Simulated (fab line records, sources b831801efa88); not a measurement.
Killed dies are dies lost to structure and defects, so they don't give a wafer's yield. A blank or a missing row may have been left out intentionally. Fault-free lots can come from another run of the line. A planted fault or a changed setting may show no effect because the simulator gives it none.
2 desks looking at one fault ; flow gf180mcu ; each desk holds nothing but its own numbers, with what lay behind them at the end

## THE METROLOGY DESK
Means of the sampled wafers that have a number, per lot and without regard to the tool the lot ran on: this is what the gauges read. A lot is out of limits, marked OUT, if its mean lies more than 4 standard deviations from the usual mean; the brackets give that distance.
Columns: A = HV_LDD_01_OVL at GF_HV_LDD_OVL_MEAS_20, usual 1.1 nm; B = HV_LDD_4_TW at GF_HV_LDD_TW_MEAS_50, usual 566.9; C = cdNm at GF_NSD_CD_MEAS_07, usual 400.3 nm; D = NSD_RS at GF_PSD_RS_MEAS_14, usual 46.15 ohm/sq
lot;first seen here;A;B;C;D
L111;day 11 12:48;0.7;569.5;398.0;46.11
L114;day 12 07:27;1.8;563.3;402.1;46.08
L115;day 12 18:03;2.0;563.4;400.6;46.17
L116;day 13 02:38;3.7;567.6;397.0;46.15
L117;day 13 11:09;0.8;565.9;398.0;46.19
L125;day 15 21:36;2.1;561.1;402.8;46.08
L126;day 16 04:44;2.0;569.8;402.6;49.46 (+41) OUT
L127;day 16 13:47;-0.2;565.9;400.1;49.57 (+43) OUT
L128;day 16 20:21;1.6;565.3;400.1;46.09
L129;day 17 03:41;0.3;567.3;398.9;46.19
L131;day 17 21:21;0.2;569.9;395.8;46.25
L132;day 18 04:27;1.4;571.5;402.1;46.23
This desk reports L126, L127 out of limits; the earliest was L126 at day 20 09:14 (NSD_RS at GF_PSD_RS_MEAS_14). Within limits: L111, L114, L115, L116, L117, L125, L128, L129, L131, L132.

## FOR THE TOOL OWNER'S DESK: implanter-02
For each lot that ran on this tool, the mean over its sampled wafers that have a number, from the tool's own readings at GF_NSD_IMPLANT_10. A lot is out of limits, marked OUT, if its mean lies more than 4 standard deviations from the usual mean; the brackets give that distance.
Columns: A = doseIonsCm2 at GF_NSD_IMPLANT_10, usual 5e+14; B = endStationPressureTorr at GF_NSD_IMPLANT_10, usual 7.2e-06 Torr; C = faradayCurrentUA at GF_NSD_IMPLANT_10, usual 2787
lot;first seen here;A;B;C
L111;day 14 05:32;5e+14;7.4e-06;2797
L116;day 16 00:47;5e+14;7.1e-06;2796
L126;day 19 08:05;2e+14 (-99 or more) OUT;6.1e-06;1322 (-27) OUT
L127;day 19 17:07;2e+14 (-99 or more) OUT;6.1e-06;1333 (-27) OUT
Finding of this desk: L126, L127 out of limits; the first was L126 at day 19 08:05, on doseIonsCm2 at GF_NSD_IMPLANT_10. Within limits: L111, L116.

## TAKEN TOGETHER
The tool owner's desk could have raised an alarm at day 19 08:05, on L126, L127.
L126, L127 would have let the metrology desk raise an alarm at day 20 09:14.
Of the lots named, all ran GF_NSD_IMPLANT_10 on implanter-02.

## WHAT WAS PUT IN BY THE SIMULATOR
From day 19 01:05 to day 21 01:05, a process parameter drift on implanter-02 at GF_NSD_IMPLANT_10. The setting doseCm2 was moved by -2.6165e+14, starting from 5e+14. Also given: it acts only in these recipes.
Shown lots that were struck: L126, L127.
Time in hours from fault onset to the first out-of-limits reading at each desk: tool owner's desk 7, metrology desk 32.
